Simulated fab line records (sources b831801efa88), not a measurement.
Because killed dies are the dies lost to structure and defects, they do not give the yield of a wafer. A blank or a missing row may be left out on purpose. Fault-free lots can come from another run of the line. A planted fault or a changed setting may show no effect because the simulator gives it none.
Chamber matching / flow gf180mcu / GF_MIM_CVD_05 on pecvd-01 has 3 sister chambers
The step deposits Si3N4, target thk 42 nm, time 29.086 s. 6 wafers are shown with their chamber, then 12 later ones without.

WAFERS WITH THEIR CHAMBER
wafer=L086.4; chamber=0; heater power w (W)=615
wafer=L086.5; chamber=2; heater power w (W)=705
wafer=L086.6; chamber=1; heater power w (W)=775
wafer=L087.1; chamber=0; heater power w (W)=602
wafer=L087.4; chamber=1; heater power w (W)=824
wafer=L087.6; chamber=2; heater power w (W)=693

WAFERS MISSING THEIR CHAMBER
wafer=L089.2; heater power w (W)=629
wafer=L089.3; heater power w (W)=768
wafer=L089.4; heater power w (W)=780
wafer=L093.2; heater power w (W)=791
wafer=L093.4; heater power w (W)=603
wafer=L093.6; heater power w (W)=702
wafer=L094.1; heater power w (W)=783
wafer=L094.5; heater power w (W)=776
wafer=L094.6; heater power w (W)=686
wafer=L097.1; heater power w (W)=665
wafer=L097.2; heater power w (W)=755
wafer=L097.4; heater power w (W)=747

EACH ONE'S CHAMBER
wafer=L089.2; from the rows above=0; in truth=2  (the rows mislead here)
wafer=L089.3; from the rows above=can't be placed: 1 or 2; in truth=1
wafer=L089.4; from the rows above=1; in truth=1
wafer=L093.2; from the rows above=1; in truth=1
wafer=L093.4; from the rows above=0; in truth=0
wafer=L093.6; from the rows above=2; in truth=2
wafer=L094.1; from the rows above=1; in truth=1
wafer=L094.5; from the rows above=1; in truth=1
wafer=L094.6; from the rows above=2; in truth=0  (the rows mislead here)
wafer=L097.1; from the rows above=can't be placed: 2 or 0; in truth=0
wafer=L097.2; from the rows above=can't be placed: 1 or 2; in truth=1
wafer=L097.4; from the rows above=can't be placed: 2 or 1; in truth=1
Placed correctly: 6 of 12. From these rows, 4 cannot be placed; in 4 the true chamber is one of the candidates. 2 placed wrongly.
How it was worked out, from the rows above alone: a wafer's distance from a chamber is the root of the sum, over the readings, of the square of ((its reading less the chamber's mean) divided by the reading's scatter). If the next closest chamber is less than 2 further off than the closest, the wafer can't be placed; otherwise it belongs to the closest. For every chamber, the mean is computed from those of its wafers that are shown. The scatter: take each reading less its chamber's mean, square it, sum over the shown wafers, divide by the number of wafers less the number of chambers, and take the root.
